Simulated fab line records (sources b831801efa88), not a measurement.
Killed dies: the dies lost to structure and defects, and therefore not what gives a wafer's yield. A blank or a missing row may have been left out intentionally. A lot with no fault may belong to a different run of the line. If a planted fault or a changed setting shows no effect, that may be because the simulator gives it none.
A struck lot beside a sound one || flow gf180mcu || 14 steps out of a route of 602
Sound: wafers L781.1, L781.2, L781.4. The struck wafers were L791.1, L791.5, L791.6. The cause is named last.
For every step that has rows: the tool of each side, followed by ch and its chambers, followed by its first start. Under that, the readings that differ: sound wafers || struck wafers || difference of the means || sigmas: that difference in standard deviations of wafers without a fault.
alike: same words and numbers on both sides, and readings whose means sit less than 2 such deviations apart. not compared: any withheld reading, any reading some wafer has no value for, any bound like >300 that may hide the same value, and any number with overlapping values for which the record gives no deviation.
A row with sigmas, a row that says differs or no value, or rows on one side alone: a step with any of these is where the two part. When numbers do not overlap yet have no deviation, they are printed without sigmas and do not part them. A reading that every wafer of one side lacks parts them only if that side has two wafers or more.

GF_M1_SPUTTER_00: material Ti, target thk 37.5 nm, time 150 s.
  sound on pvdSputter-03, day 16 13:51; struck on pvdSputter-01, day 20 05:52
  alike: throttleValvePct
GF_M1_SPUTTER_01: material TiN, target thk 30 nm, time 25 s.
  sound on pvdSputter-03, day 16 13:57; struck on pvdSputter-01, day 20 05:58
  alike: throttleValvePct
GF_M1_SPUTTER_02: material AlCu, target thk 450 nm, time 23.9 s.
  sound on pvdSputter-03, day 16 13:59; struck on pvdSputter-01, day 20 06:00
  alike: throttleValvePct
GF_M1_SPUTTER_03: material Ti, target thk 10 nm, time 6.7 s.
  sound on pvdSputter-03, day 16 14:01; struck on pvdSputter-01, day 20 06:02
  alike: throttleValvePct
GF_M1_SPUTTER_04: material TiN, target thk 50 nm, time 41.7 s.
  sound on pvdSputter-03, day 16 14:02; struck on pvdSputter-01, day 20 06:03
  alike: throttleValvePct
GF_M1_RS_MEAS_05: a four-point-probe measurement.
  sound on filmMetro-04, day 16 14:04; struck on filmMetro-01, day 20 06:05
  alike: M1_ALCU_RS
GF_M1_THK_MEAS_06: measures by xrf.
  sound on filmMetro-04, day 16 14:11; struck on filmMetro-01, day 20 06:13
  alike: M1_ALCU_THK
then, 5 steps without rows for these wafers: GF_M1_DEHYDRATE_07 (time 60 s); GF_M1_HMDS_08 (prime time 60 s); GF_M1_COAT_09 (resist thk 1000 nm); GF_M1_SOFTBAKE_10 (time 60 s); GF_M1_EXPOSE_11 (exposes mask Metal1, target cd 230 nm).
GF_M1_PEB_12: peb time 90 s.
  sound on lithoTrack-04 ch 0, day 17 12:34; struck on lithoTrack-03, day 21 06:03
  no value came back on the struck wafers for chillPlateTempC (C), exhaustPa (Pa); on the sound wafers chillPlateTempC (C) reads 23.06 23.24 23.01
then, 1 step without rows for these wafers: GF_M1_DEVELOP_13 (develop time 60 s).

WHERE THEY PART
At GF_M1_PEB_12 and nowhere else, as far as this record goes.

WHY: what had been put in by the simulator
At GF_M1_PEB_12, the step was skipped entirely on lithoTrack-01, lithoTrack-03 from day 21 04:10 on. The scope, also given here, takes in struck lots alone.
